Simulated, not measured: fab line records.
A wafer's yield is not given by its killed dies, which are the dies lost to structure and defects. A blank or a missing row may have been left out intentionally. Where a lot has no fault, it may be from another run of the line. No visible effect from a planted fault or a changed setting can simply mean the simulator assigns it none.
fab line records	flow sky130
[record] lots = 6	wafers = 18	last-day = 49
route steps=708 shown POLY_GATE@234 LDD_N@237 PAD_OPEN@708
lots that met no fault: taken from a fault-free run of the same line
start-h: start of the lot's first displayed wafer, in hours after the record's first day	wait-h: hours elapsed since this lot's preceding step	" repeats the value in the row above	L1.1+2: a row that stands for several wafers	- value missing, or start not given	* or withheld: withheld	< > ~ a bound
route shown NAME@n: NAME is a module with steps in the file, n the number in the route of the first one	usual: the fault-free wafers' mean and standard deviation	same: alike in all rows	chamber/n: place in a boat	sites: each site's reading	_std_site: standard deviation across them	_edge_site: mean of outer sites minus mean of inner sites	radius-mm: for every site, how far away it sits from the centre of the wafer	mask NAME#n: copy n	behind: the last tool/chamber to shape the wafer	hold: why the lot went on hold/how many hours it stayed there/how the hold came to an end	device: the transistor (n, p or np) that didn't switch	end of line: at the end of the route, the tests of the same wafers	a step with no rows: only its recipe	killed: not the wafer's yield, but the dies lost to structure and defects at the first sort	map: a wafer's dies, marking killed ones x, the rest . and places with no die _
set.NAME: setting as actually run; set.NAME@STEP: the setting as run at that earlier step	model.NAME: the simulator's own value behind a step, which no gauge read
lots seen at some steps along the route; tables by step, rows by wafer
services: the hour from which a tool's chamber was out of use, counted from the record's first day as start-h (under 0 if before that day), plus the number of hours and why
[[steps]]
[step SKY_POLY_GATE_OXIDATION_20]
[recipe] temp-c = 850	ambient = O2	stabilise-s = 600	purge-s = 300	target-thk-a = 40	ox-time-s = 899
[step SKY_POLY_GATE_THK_MEAS_21]
[recipe] reads = SiO2_of_POLY_GATE_OXIDATION_20
[usual] POLY_GATE_OXIDATION_THK = 3.99/0.092
lot.wafer	tool	chamber	start-h	wait-h	POLY_GATE_OXIDATION_THK[nm]
L844.2	film-metro-02	-	402.94	0.0	4.10
L844.3	"	-	"	"	4.06
L844.4	"	-	"	"	4.01
L851.1	film-metro-02	-	472.97	0.0	4.01
L851.2	"	-	"	"	4.00
L851.3	"	-	"	"	3.98
L857.1	film-metro-04	-	534.55	0.0	3.98
L857.2	"	-	"	"	4.04
L857.3	"	-	"	"	4.01
L860.1	film-metro-02	-	545.29	0.0	3.94
L860.2	"	-	"	"	3.86
L860.5	"	-	"	"	4.03
L858.2	film-metro-03	-	547.58	0.0	3.94
L858.4	"	-	"	"	3.89
L858.5	"	-	"	"	3.95
L862.2	film-metro-03	-	559.59	0.0	4.13
L862.3	"	-	"	"	4.02
L862.5	"	-	"	"	4.02
[step SKY_POLY_GATE_CD_MEAS_22]
[usual] cd-nm = 149.3/2.3
lot.wafer	tool	chamber	start-h	wait-h	cd-nm
L844.2	cd-sem-02	-	403.01	0.1	146.9
L844.3	"	-	"	"	152.2
L844.4	"	-	"	"	150.8
L851.1	cd-sem-01	-	473.03	0.1	149.1
L851.2	"	-	"	"	144.2
L851.3	"	-	"	"	150.9
L857.1	cd-sem-01	-	534.61	0.1	147.7
L857.2	"	-	"	"	150.1
L857.3	"	-	"	"	148.3
L860.1	cd-sem-02	-	545.41	0.1	149.3
L860.2	"	-	"	"	147.9
L860.5	"	-	"	"	150.7
L858.2	cd-sem-01	-	547.66	0.1	145.2
L858.4	"	-	"	"	148.8
L858.5	"	-	"	"	147.7
L862.2	cd-sem-01	-	559.67	0.1	146.0
L862.3	"	-	"	"	150.0
L862.5	"	-	"	"	149.4
[step SKY_LDD_N_DEHYDRATE_00]
[recipe] temp-c = 200	time-s = 60
[step SKY_LDD_N_HMDS_01]
[recipe] prime-time-s = 60	prime-temp-c = 120
[step SKY_LDD_N_COAT_02]
[recipe] resist = NOVOLAK	spin-rpm = 3000	resist-thk-nm = 300
[step SKY_LDD_N_SOFTBAKE_03]
[recipe] temp-c = 90	time-s = 60	resist = NOVOLAK
[step SKY_LDD_N_EXPOSE_04]
[recipe] mask-id = NTM	target-cd-nm = 840	na = 0.6	source-shape = conventional	sigma-outer = 0.6	dose-mj = 110
[step SKY_LDD_N_PEB_05]
[recipe] temp-c = withheld	time-s = *	resist = NOVOLAK
[step SKY_LDD_N_DEVELOP_06]
[recipe] develop-time-s = 60	dev-temp-c = 23
[step SKY_LDD_N_OVL_MEAS_07]
[usual] LDD_N_OVL = 1.5/1.6
lot.wafer	tool	chamber	start-h	wait-h	LDD_N_OVL[nm]
L844.2	overlay-02	-	433.29	0.1	2.8
L844.3	"	-	"	"	3.2
L844.4	"	-	"	"	2.2
L851.1	overlay-01	-	503.39	0.1	0.3
L851.2	"	-	"	"	0.0
L851.3	"	-	"	"	0.9
L857.1	overlay-01	-	562.49	0.1	0.7
L857.2	"	-	"	"	1.2
L857.3	"	-	"	"	0.1
L860.1	overlay-02	-	574.89	0.1	-2.0
L860.2	"	-	"	"	-1.6
L860.5	"	-	"	"	-2.2
L858.2	overlay-02	-	576.90	0.1	2.6
L858.4	"	-	"	"	1.1
L858.5	"	-	"	"	2.6
L862.2	overlay-02	-	589.15	0.1	0.1
L862.3	"	-	"	"	0.5
L862.5	"	-	"	"	0.9
[step SKY_LDD_N_IMPLANT_08]
[recipe] species = As	energy-kev = 20	dose-cm2 = 7.5e+13	tilt-deg = withheld	rotation-deg = 23
[step SKY_LDD_N_IMPLANT_09]
[recipe] species = As	energy-kev = 20	dose-cm2 = 7.5e+13	tilt-deg = withheld	rotation-deg = 113
[usual] dose-ions-cm2 = 7.499e+13/7.4e+10	faraday-current-uA = 424/8.6
lot.wafer	tool	chamber	start-h	wait-h	dose-ions-cm2	faraday-current-uA
L844.2	implanter-02	0	433.50	0.1	7.516e+13	420
L844.3	"	0	"	"	7.492e+13	419
L844.4	"	0	"	"	7.493e+13	414
L851.1	implanter-04	0	503.57	0.1	7.507e+13	410
L851.2	"	0	"	"	7.502e+13	418
L851.3	"	0	"	"	7.493e+13	436
L857.1	implanter-04	0	562.67	0.1	4.295e+13	242
L857.2	"	0	"	"	4.291e+13	249
L857.3	"	0	"	"	4.292e+13	239
L860.1	implanter-03	0	575.07	0.1	7.498e+13	426
L860.2	"	0	"	"	7.51e+13	422
L860.5	"	0	"	"	7.502e+13	422
L858.2	implanter-04	0	577.10	0.1	4.294e+13	243
L858.4	"	0	"	"	4.299e+13	237
L858.5	"	0	"	"	4.299e+13	241
L862.2	implanter-03	0	589.35	0.1	7.5e+13	421
L862.3	"	0	"	"	7.508e+13	420
L862.5	"	0	"	"	7.497e+13	423
[step SKY_LDD_N_IMPLANT_10]
[recipe] species = As	energy-kev = 20	dose-cm2 = 7.5e+13	tilt-deg = withheld	rotation-deg = 203
[step SKY_LDD_N_IMPLANT_11]
[recipe] species = As	energy-kev = 20	dose-cm2 = 7.5e+13	tilt-deg = withheld	rotation-deg = 293
[step SKY_LDD_N_IMPLANT_12]
[recipe] species = BF2	energy-kev = 50	dose-cm2 = 5e+12	tilt-deg = 30	rotation-deg = 0
[step SKY_LDD_N_IMPLANT_13]
[recipe] species = BF2	energy-kev = 50	dose-cm2 = 5e+12	tilt-deg = 30	rotation-deg = 90
[step SKY_LDD_N_IMPLANT_14]
[recipe] species = BF2	energy-kev = 50	dose-cm2 = 5e+12	tilt-deg = 30	rotation-deg = 180
[step SKY_LDD_N_IMPLANT_15]
[recipe] species = BF2	energy-kev = 50	dose-cm2 = 5e+12	tilt-deg = 30	rotation-deg = 270
[step SKY_LDD_N_STRIP_16]
[recipe] chemistry = O2/N2	power-w = 1400	pressure-mtorr = 1500	platen-temp-c = withheld	o2-flow-sccm = 3000	n2-flow-sccm = 300	overash-fraction = 0.5
[usual] drypump-motor-current-A = 5.7/0.41	oes-product-au = 0.407/0.0047	strip-time-to-endpoint-s = 4.315/0.016
lot.wafer	tool	chamber	start-h	wait-h	drypump-motor-current-A	oes-product-au	rf-hours-counter-h	strip-time-to-endpoint-s
L844.2	plasma-asher-03	0	434.52	0.1	5.9	0.406	28	4.308
L844.3	"	1	"	"	5.8	0.407	-	4.314
L844.4	"	0	"	"	5.9	0.403	-	4.313
L851.1	plasma-asher-02	0	504.62	0.1	5.6	0.411	7	4.320
L851.2	"	1	"	"	5.1	0.409	7	4.304
L851.3	"	0	"	"	5.6	0.398	-	4.289
L857.1	plasma-asher-04	1	563.72	0.1	5.2	0.406	93	4.246
L857.2	"	0	"	"	6.3	0.400	93	4.209
L857.3	"	0	"	"	6.3	0.410	-	4.249
L860.1	plasma-asher-03	0	576.12	0.1	5.9	0.401	43	4.341
L860.2	"	1	"	"	5.8	0.403	43	4.331
L860.5	"	0	"	"	5.9	0.403	-	4.315
L858.2	plasma-asher-03	1	578.13	0.1	5.8	0.411	43	4.212
L858.4	"	0	"	"	5.9	0.402	-	4.232
L858.5	"	0	"	"	5.8	0.421	-	4.214
L862.2	plasma-asher-04	0	590.38	0.1	6.3	0.404	95	4.301
L862.3	"	1	"	"	5.3	0.410	-	4.300
L862.5	"	1	"	"	5.3	0.405	-	4.317
[step SKY_LDD_N_TW_MEAS_17]
[usual] LDD_N_TW = 2593/37
lot.wafer	tool	chamber	start-h	wait-h	LDD_N_TW
L844.2	film-metro-03	-	434.63	0.1	2549
L844.3	"	-	"	"	2551
L844.4	"	-	"	"	2540
L851.1	film-metro-01	-	504.72	0.1	2658
L851.2	"	-	"	"	2639
L851.3	"	-	"	"	2652
L857.1	film-metro-03	-	563.82	0.1	2502
L857.2	"	-	"	"	2482
L857.3	"	-	"	"	2514
L860.1	film-metro-01	-	576.22	0.1	2619
L860.2	"	-	"	"	2629
L860.5	"	-	"	"	2634
L858.2	film-metro-01	-	578.24	0.1	2574
L858.4	"	-	"	"	2573
L858.5	"	-	"	"	2572
L862.2	film-metro-01	-	590.49	0.1	2625
L862.3	"	-	"	"	2634
L862.5	"	-	"	"	2637
[step SKY_PAD_OPEN_PROBE_99]
[usual] killed_at_M0_to_M3 = 44/6.5	killed_at_M4_up = 3.3/1.9	killed-at-contacts = 23/4.7	killed-at-front-end = 15/4.5	killed-at-other = 0.2/0.52	killed-dies = 86/8.9	killed-open = 47/6.8	killed-short = 39/6.1
[same] gross-dies = 492	killed-at-back-side = 0
lot.wafer	tool	chamber	start-h	wait-h	killed_at_M0_to_M3	killed_at_M4_up	killed-at-contacts	killed-at-front-end	killed-at-other	killed-dies	killed-open	killed-short	model.etest.tip-n.rs-ohm-sq
L844.2	prober-02	-	1090.56	0.1	37	4	21	14	0	76	50	26	444.9
L844.3	prober-02	-	1090.61	0.2	44	4	26	9	0	83	49	34	440.7
L844.4	prober-02	-	1090.66	0.2	41	6	20	17	0	84	43	41	440.9
L851.1	prober-02	-	1136.31	0.1	40	2	20	16	0	78	42	36	433.9
L851.2	prober-02	-	1136.36	0.1	45	4	20	15	2	86	47	39	439.8
L851.3	prober-02	-	1136.41	0.2	34	3	30	22	0	89	53	36	433.9
L857.1	prober-02	-	1174.67	0.1	46	2	21	17	0	86	50	36	468.8
L857.2	prober-02	-	1174.72	0.1	43	2	39	12	2	98	44	54	468.3
L857.3	prober-02	-	1174.77	0.2	31	1	32	15	0	79	46	33	471.2
L860.1	prober-02	-	1180.46	0.1	39	5	28	9	0	81	44	37	443.4
L860.2	prober-02	-	1180.51	0.1	43	4	28	15	0	90	52	38	447.3
L860.5	prober-02	-	1180.66	0.2	45	5	24	13	0	87	44	43	446.2
L858.2	prober-01	-	1180.72	0.2	39	6	26	13	1	85	44	41	471.3
L858.4	prober-01	-	1180.82	0.3	52	1	29	21	0	103	62	41	471.2
L858.5	prober-01	-	1180.87	0.3	31	3	28	9	0	71	44	27	472.9
L862.2	prober-02	-	1185.76	0.1	55	4	20	12	0	91	49	42	441.8
L862.3	prober-02	-	1185.81	0.2	49	2	21	18	1	91	47	44	438.4
L862.5	prober-02	-	1185.91	0.2	41	4	23	17	0	85	43	42	441.9
// killed by level:class
L844.2 VIA2:geometric-particle:open=12 CONTACT:geometric-particle:open=8 VIA1:geometric-particle:open=6 POLY_GATE:geometric-particle:short=5 LI_CONTACT:geometric-particle:open=5 METAL2:geometric-particle:short=4 POLY_GATE:geometric-particle:open=4 VIA3:geometric-particle:open=4
L844.3 CONTACT:geometric-particle:open=11 VIA3:geometric-particle:open=9 VIA1:geometric-particle:open=7 LI_CONTACT:geometric-particle:open=6 METAL1:geometric-particle:short=6 POLY_GATE:geometric-particle:short=5 VIA2:geometric-particle:open=5 CONTACT:geometric-particle:short=4
L844.4 VIA1:geometric-particle:open=12 CONTACT:geometric-particle:open=10 METAL4:geometric-particle:short=6 POLY_GATE:geometric-particle:short=5 CONTACT:geometric-particle:short=5 VIA1:geometric-particle:short=5 VIA2:geometric-particle:open=5 FIELD_ISO:geometric-particle:open=4
L851.1 FIELD_ISO:geometric-particle:open=9 VIA1:geometric-particle:open=9 CONTACT:geometric-particle:open=6 METAL1:geometric-particle:short=6 LOCAL_INTERCONNECT:geometric-particle:short=5 VIA1:geometric-particle:short=5 LI_CONTACT:geometric-particle:open=4 VIA2:geometric-particle:open=4
L851.2 VIA1:geometric-particle:open=11 VIA3:geometric-particle:open=10 CONTACT:geometric-particle:short=6 CONTACT:geometric-particle:open=6 FIELD_ISO:geometric-particle:short=5 LI_CONTACT:geometric-particle:open=5 METAL1:geometric-particle:short=5 VIA2:geometric-particle:open=4
L851.3 VIA1:geometric-particle:open=12 LI_CONTACT:geometric-particle:open=11 CONTACT:geometric-particle:open=9 SPACER:geometric-particle:open=5 LOCAL_INTERCONNECT:geometric-particle:short=5 FIELD_ISO:geometric-particle:short=4 POLY_GATE:geometric-particle:short=4 POLY_GATE:geometric-particle:open=4
L857.1 VIA1:geometric-particle:open=9 VIA2:geometric-particle:open=9 VIA3:geometric-particle:open=7 VIA1:geometric-particle:short=7 CONTACT:geometric-particle:open=6 LI_CONTACT:geometric-particle:short=5 LI_CONTACT:geometric-particle:open=5 METAL1:geometric-particle:short=5
L857.2 CONTACT:geometric-particle:open=15 LI_CONTACT:geometric-particle:open=8 METAL2:geometric-particle:short=8 CONTACT:geometric-particle:short=7 METAL1:geometric-particle:short=6 LOCAL_INTERCONNECT:geometric-particle:short=6 VIA3:geometric-particle:short=6 VIA1:geometric-particle:open=6
L857.3 LI_CONTACT:geometric-particle:open=13 CONTACT:geometric-particle:open=11 VIA1:geometric-particle:open=5 FIELD_ISO:geometric-particle:open=4 POLY_GATE:geometric-particle:short=4 METAL2:geometric-particle:short=4 METAL1:geometric-particle:short=4 FIELD_ISO:geometric-particle:short=3
L860.1 CONTACT:geometric-particle:open=10 VIA3:geometric-particle:open=9 CONTACT:geometric-particle:short=9 VIA1:geometric-particle:short=7 VIA1:geometric-particle:open=5 POLY_GATE:geometric-particle:open=4 LI_CONTACT:geometric-particle:open=4 VIA2:geometric-particle:open=4
L860.2 VIA1:geometric-particle:open=12 LI_CONTACT:geometric-particle:open=11 CONTACT:geometric-particle:open=7 VIA2:geometric-particle:open=7 VIA1:geometric-particle:short=6 LOCAL_INTERCONNECT:geometric-particle:short=5 VIA3:geometric-particle:open=5 POLY_GATE:geometric-particle:short=4
L860.5 VIA1:geometric-particle:open=10 CONTACT:geometric-particle:open=8 VIA3:geometric-particle:open=6 LOCAL_INTERCONNECT:geometric-particle:short=5 METAL3:geometric-particle:short=5 VIA1:geometric-particle:short=5 METAL2:geometric-particle:short=5 METAL4:geometric-particle:short=4
L858.2 VIA1:geometric-particle:open=10 CONTACT:geometric-particle:open=9 METAL1:geometric-particle:short=8 LI_CONTACT:geometric-particle:open=6 VIA2:geometric-particle:open=6 CONTACT:geometric-particle:short=5 LI_CONTACT:geometric-particle:short=4 VIA2:geometric-particle:short=4
L858.4 VIA1:geometric-particle:open=13 VIA3:geometric-particle:open=9 LI_CONTACT:geometric-particle:open=8 CONTACT:geometric-particle:open=8 VIA2:geometric-particle:open=8 CONTACT:geometric-particle:short=7 FIELD_ISO:geometric-particle:short=6 FIELD_ISO:geometric-particle:open=5
L858.5 VIA1:geometric-particle:open=13 CONTACT:geometric-particle:open=10 CONTACT:geometric-particle:short=9 LI_CONTACT:geometric-particle:open=6 VIA2:geometric-particle:open=5 METAL2:geometric-particle:short=4 VIA3:geometric-particle:open=4 METAL4:geometric-particle:short=3
L862.2 VIA1:geometric-particle:open=12 METAL1:geometric-particle:short=10 VIA2:geometric-particle:open=8 CONTACT:geometric-particle:open=7 VIA1:geometric-particle:short=6 LI_CONTACT:geometric-particle:open=5 CONTACT:geometric-particle:short=5 VIA3:geometric-particle:open=5
L862.3 METAL1:geometric-particle:short=10 LI_CONTACT:geometric-particle:open=8 VIA1:geometric-particle:open=7 CONTACT:geometric-particle:open=7 VIA2:geometric-particle:open=6 VIA1:geometric-particle:short=6 POLY_GATE:geometric-particle:open=5 VIA3:geometric-particle:open=5
L862.5 VIA3:geometric-particle:open=9 CONTACT:geometric-particle:open=7 METAL2:geometric-particle:short=7 VIA2:geometric-particle:open=7 LOCAL_INTERCONNECT:geometric-particle:short=6 VIA1:geometric-particle:open=5 CONTACT:geometric-particle:short=5 POLY_GATE:geometric-particle:open=4
[[services]]
tool	chamber	start-h	hours	kind
plasma-asher-02	-	421.25	9.0	pm
plasma-asher-02	0	421.25	9.0	vent-cycle
plasma-asher-02	1	421.25	9.0	vent-cycle
plasma-asher-02	0	430.25	-	clean
plasma-asher-02	1	430.25	-	clean
implanter-02	-	438.32	5.7	repair
implanter-04	-	524.04	15.6	pm
plasma-asher-02	-	540.61	2.1	repair
implanter-03	-	552.69	13.0	repair
implanter-02	-	585.10	5.4	pm
[[key]]
[first-sign] step = SKY_LDD_N_IMPLANT_09	reading = dose-ions-cm2	direction = down	sigmas = 99+	usual = *	struck = *
[effect] step = SKY_LDD_N_IMPLANT_09	reading = faraday-current-uA	direction = down	sigmas = 21	usual = 424	struck = 242
[effect] step = SKY_LDD_N_STRIP_16	reading = strip-time-to-endpoint-s	direction = down	sigmas = 5.6	usual = *	struck = *
[effect] step = SKY_LDD_N_TW_MEAS_17	reading = LDD_N_TW	direction = down	sigmas = 1.5	usual = 2593	struck = 2536
[model-effect] step = SKY_PAD_OPEN_PROBE_99	value = etest.tip-n.rs-ohm-sq	without = 437.5	struck = 470.6
met-at SKY_LDD_N_IMPLANT_09
struck-wafers L857.1,L857.2,L857.3,L858.2,L858.4,L858.5
tester-left-out L857,L858
onset-between 503.57 562.67
[fault] kind = process-parameter-drift	tool = implanter-04	chamber = -	onset-h = 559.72	steps = SKY_LDD_N_IMPLANT_09	channel = dose-cm2	offset = *	shape = step	end-h = 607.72	acts-in = *	stated = *
// tester-left-out: of these lots the tester's yield and bins aren't shown, on N5 and GAA mostly nor the transistor test; their killed dies are dies lost to structure and defects alone, not to doping, threshold or leakage, so they don't give the yield
